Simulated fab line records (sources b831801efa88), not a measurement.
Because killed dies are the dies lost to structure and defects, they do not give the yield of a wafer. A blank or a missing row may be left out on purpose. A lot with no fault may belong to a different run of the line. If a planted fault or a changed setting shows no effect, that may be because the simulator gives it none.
A lot that was struck, set against a sound lot -- flow sky130 -- 14 out of 708 route steps
Sound: these wafers, L294.1, L294.2, L294.6. Struck: wafer L298.2. The cause comes at the end.
Per side, at each step with rows, come the tool, then ch with its chambers, and then its first start. Under that, the readings that differ: sound wafers -- struck wafers -- difference of the means -- sigmas: that difference in standard deviations of wafers without a fault.
alike: a reading whose means differ by less than 2 such deviations, as well as words and numbers matching on both sides. not compared: withheld readings; readings where some wafer has no value; bounds like >300 that might hide an equal value; numbers whose values overlap and for which the record gives no deviation.
The two part at a step that has a row with sigmas, a row that says differs or no value, or rows on one side only. Numbers that don't overlap but have no deviation are shown without sigmas and don't part them. A reading that every wafer of one side lacks parts them only if that side has two wafers or more.

SKY_VIA2_CMP_02: polishes SiO2.
  sound on cmp-02 ch 0,2,3, day 40 23:13; struck on cmp-01 ch 2, day 42 02:45
  alike: motorCurrentA, slurryFilterDpKPa
SKY_VIA2_BOW_MEAS_03:
  sound on filmMetro-01, day 40 23:28; struck on filmMetro-03, day 42 03:01
  alike: VIA2_BOW
then, 8 steps without rows for these wafers: SKY_VIA2_DEHYDRATE_04 (time 60 s); SKY_VIA2_HMDS_05 (prime time 60 s); SKY_VIA2_COAT_06 (resist thk 60 nm); SKY_VIA2_COAT_07 (resist thk 450 nm); SKY_VIA2_SOFTBAKE_08 (time 90 s); SKY_VIA2_EXPOSE_09 (exposes mask VIM2, target cd 200 nm); SKY_VIA2_PEB_10; SKY_VIA2_DEVELOP_11 (develop time 60 s).
SKY_VIA2_CD_MEAS_12: the cd target is 200 nm.
  sound on cdSem-01, day 42 00:43; struck on cdSem-01, day 43 02:59
  alike: cdNm
SKY_VIA2_OVL_MEAS_13:
  sound on overlay-01, day 42 00:50; struck on overlay-02, day 43 03:05
  alike: VIA2_OVL
SKY_VIA2_ETCH_14: etches BARC in N2/H2, stops on SiO2, time 45.9 s, target depth 60 nm.
  sound on rieDiel-02 ch 1,2,3, day 42 00:52; struck on rieDiel-02 ch 0, day 43 03:07
reading,sound,struck,difference,sigmas
oesProductAu (a.u.),0.859 0.848 0.849,0.935,+0.083,+18
runLengthS (s),73.5 74.1 74.5,69.5,-4.5,-9
model.KrF-thick_of_VIA2_COAT_07.thkNm (nm),390.5 392.3 392.4,398.7,+7.0,
  alike: drypumpMotorCurrentA, n2FlowSccm, throttleValvePct
  not compared: rfFwdPowerW, rfHoursCounterH
SKY_VIA2_ETCH_15: etches SiO2 in C4F8/O2/Ar, stops on TiN, target depth 546 nm, time 84 s.
  sound on rieDiel-02 ch 1,2,3, day 42 00:55; struck on rieDiel-02 ch 0, day 43 03:10
  alike: oesProductAu, rfFwdPowerW, runLengthS

== WHERE THEY PART ==
Only at SKY_VIA2_ETCH_14, within this record. Later steps at which nothing parts them and some readings are alike: SKY_VIA2_ETCH_15.

WHY: whatever the simulator had introduced
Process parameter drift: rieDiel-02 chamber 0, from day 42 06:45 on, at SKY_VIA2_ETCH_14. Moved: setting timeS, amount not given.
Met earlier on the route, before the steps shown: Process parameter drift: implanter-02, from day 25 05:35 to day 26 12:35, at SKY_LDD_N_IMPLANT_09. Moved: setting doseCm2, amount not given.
